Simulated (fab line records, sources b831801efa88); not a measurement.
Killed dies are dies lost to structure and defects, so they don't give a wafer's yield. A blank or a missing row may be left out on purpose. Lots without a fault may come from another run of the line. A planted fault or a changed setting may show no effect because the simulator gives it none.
Chamber matching | flow sky130 | SKY_LI_CONTACT_ETCH_14 on rie_diel-04: 4 sister chambers
The step etches BARC in N2/H2, stops on SiO2, time 45.9 s, target depth 60 nm. 22 wafers are shown with their chamber, then 11 later ones without.

WAFERS WITH THEIR CHAMBER
wafer  | chamber | drypump_motor_current_A (A) | oes_product_au (a.u.) | throttle_valve_pct (%)
L080.1 | 3       | 6.21                        | 0.853                 | 13.236
L080.3 | 1       | 5.58                        | 0.844                 | 13.237
L080.4 | 1       | 5.59                        | 0.853                 | 13.249
L081.2 | 3       | 6.21                        | 0.851                 | 13.225
L081.5 | 2       | 6.01                        | 0.857                 | 13.235
L081.6 | 1       | 5.60                        | 0.852                 | 13.222
L082.2 | 1       | 5.61                        | 0.848                 | 13.220
L082.3 | 0       | 5.87                        | 0.847                 | 13.232
L082.6 | 3       | 6.19                        | 0.855                 | 13.229
L084.1 | 3       | 6.21                        | 0.855                 | 13.222
L084.4 | 0       | 5.88                        | 0.852                 | 13.232
L084.6 | 2       | 6.03                        | 0.857                 | 13.221
L086.2 | 3       | 6.20                        | 0.849                 | 13.239
L086.5 | 1       | 5.60                        | 0.850                 | 13.236
L086.6 | 2       | 6.06                        | 0.855                 | 13.233
L087.1 | 2       | 6.05                        | 0.856                 | 13.230
L087.2 | 0       | 5.86                        | 0.864                 | 13.210
L087.3 | 1       | 5.60                        | 0.855                 | 13.221
L087.4 | 3       | 6.21                        | 0.857                 | 13.234
L087.5 | 3       | 6.20                        | 0.857                 | 13.223
L087.6 | 2       | 6.05                        | 0.862                 | 13.237
L088.1 | 3       | 6.19                        | 0.850                 | 13.225

SIGNATURES (means of the wafers above)
reading                 | chamber 0 | chamber 1 | chamber 2 | chamber 3 | scatter within a chamber
drypump_motor_current_A | 5.8700    | 5.5967    | 6.0400    | 6.2025    | 0.0127
oes_product_au          | 0.85433   | 0.85033   | 0.85740   | 0.85337   | 0.00426
throttle_valve_pct      | 13.22467  | 13.23083  | 13.23120  | 13.22912  | 0.009
Rule: a wafer's distance from a chamber is the root of the sum, over the readings, of the square of ((its reading less the chamber's mean) divided by the reading's scatter). The wafer belongs to the nearest chamber; if the next one is less than 2 further off, it can't be placed. The scatter: the root of (the sum of the squares of (reading less its chamber's mean) over the shown wafers, divided by (wafers less chambers)).

WAFERS WITHOUT THEIR CHAMBER
wafer  | drypump_motor_current_A (A) | oes_product_au (a.u.) | throttle_valve_pct (%)
L088.3 | 6.03                        | 0.856                 | 13.222
L088.4 | 5.61                        | 0.862                 | 13.233
L091.2 | 5.88                        | 0.857                 | 13.230
L091.4 | 6.23                        | 0.854                 | 13.230
L091.5 | 5.88                        | 0.848                 | 13.208
L094.1 | 5.59                        | 0.856                 | 13.223
L094.2 | 6.20                        | 0.852                 | 13.230
L094.6 | 5.86                        | 0.852                 | 13.245
L097.3 | 5.86                        | 0.849                 | 13.235
L097.4 | 5.58                        | 0.858                 | 13.210
L097.5 | 6.04                        | 0.853                 | 13.238

WHICH CHAMBER EACH WENT THROUGH
wafer  | from the rows above | in truth
L088.3 | 2                   | 2
L088.4 | 1                   | 1
L091.2 | 0                   | 0
L091.4 | 3                   | 3
L091.5 | 0                   | 0
L094.1 | 1                   | 1
L094.2 | 3                   | 3
L094.6 | 0                   | 0
L097.3 | 0                   | 0
L097.4 | 1                   | 1
L097.5 | 2                   | 2
Placed correctly: 11 of 11. Can't be placed from these rows: 0. Placed wrongly: 0.
